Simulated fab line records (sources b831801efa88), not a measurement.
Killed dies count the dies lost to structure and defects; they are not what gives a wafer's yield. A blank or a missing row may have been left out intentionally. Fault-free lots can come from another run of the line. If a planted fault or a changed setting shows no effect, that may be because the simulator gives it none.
Which tool was responsible?	flow sky130	12 lots with 36 wafers sampled at 2 steps, on a route of 708 steps

WHAT THE GAUGES READ, wafer by wafer
SKY_VIA3_CD_MEAS_12: target cd 200 nm.
lot	measured	on	cd nm (nm)
L197	day 39 15:17	cd sem-01	198.1 197.9 198.7
L199	day 40 01:13	cd sem-01	199.6 199.1 202.3
L198	day 40 03:59	cd sem-02	200.7 201.7 202.1
L200	day 40 11:38	cd sem-02	199.9 201.1 201.1
L201	day 40 21:52	cd sem-01	201.6 200.6 201.9
L204	day 42 08:26	cd sem-01	199.7 200.7 202.0
L207	day 43 07:17	cd sem-02	200.1 201.3 200.1
L216	day 45 04:46	cd sem-01	199.3 199.1 200.3
L215	day 45 08:15	cd sem-02	202.8 199.8 199.3
L218	day 45 15:35	cd sem-02	200.2 201.4 201.1
L219	day 45 21:05	cd sem-01	200.3 199.1 199.7
L220	day 45 23:00	cd sem-02	201.3 201.5 200.3

SKY_VIA3_OVL_MEAS_13.
lot	measured	on	VIA3_OVL (nm)
L197	day 39 15:23	overlay-02	3 -2 -5
L199	day 40 01:19	overlay-02	1 0 -3
L198	day 40 04:05	overlay-02	-6 -5 -7
L200	day 40 11:44	overlay-02	-6 6 2
L201	day 40 21:58	overlay-01	-5 -1 -2
L204	day 42 08:34	overlay-01	4 1 0
L207	day 43 07:23	overlay-02	-7 -2 -6
L216	day 45 04:53	overlay-02	-3 -6 -3
L215	day 45 08:20	overlay-02	-5 9 -1
L218	day 45 15:41	overlay-01	-10 0 -2
L219	day 45 21:11	overlay-02	9 -5 9
L220	day 45 23:07	overlay-01	0 -1 2

WHICH TOOL RAN EACH LOT (tool, then ch and the chambers of the sampled wafers, then the start)
The record shows no process step preceding these readings.

WHAT THE TOOLS THEMSELVES READ (means of the sampled wafers that have a number; where no wafer has one, the mark that the record gives instead)
The record holds no such reading with a usual standard deviation.

THE ANSWER, worked out from the rows above alone
Rule: usual is defined by the lots themselves. Put in order of their means at a reading, lots are off if they are a third of the lots or fewer, leave a main group of 4 or more, and stand apart from it by a gap of 3 or more times the standard deviation of the main group's means; of several such gaps the widest counts. The tables above print the reading to a certain number of digits; a main group whose means all agree to those digits is not used. Also off: a lot with no number at a reading for which 4 or more lots have one. The other lots that the step has rows for count as sound. Order of review: gauges by route order, followed by the tools' own readings, for which a lot's mean as printed above is used. At the first step where some lot is off, the reading lying furthest off is the one used; lots without a number count as furthest.
No lot is off at any reading shown: from this, nothing can be told.

WHAT WAS PUT IN BY THE SIMULATOR
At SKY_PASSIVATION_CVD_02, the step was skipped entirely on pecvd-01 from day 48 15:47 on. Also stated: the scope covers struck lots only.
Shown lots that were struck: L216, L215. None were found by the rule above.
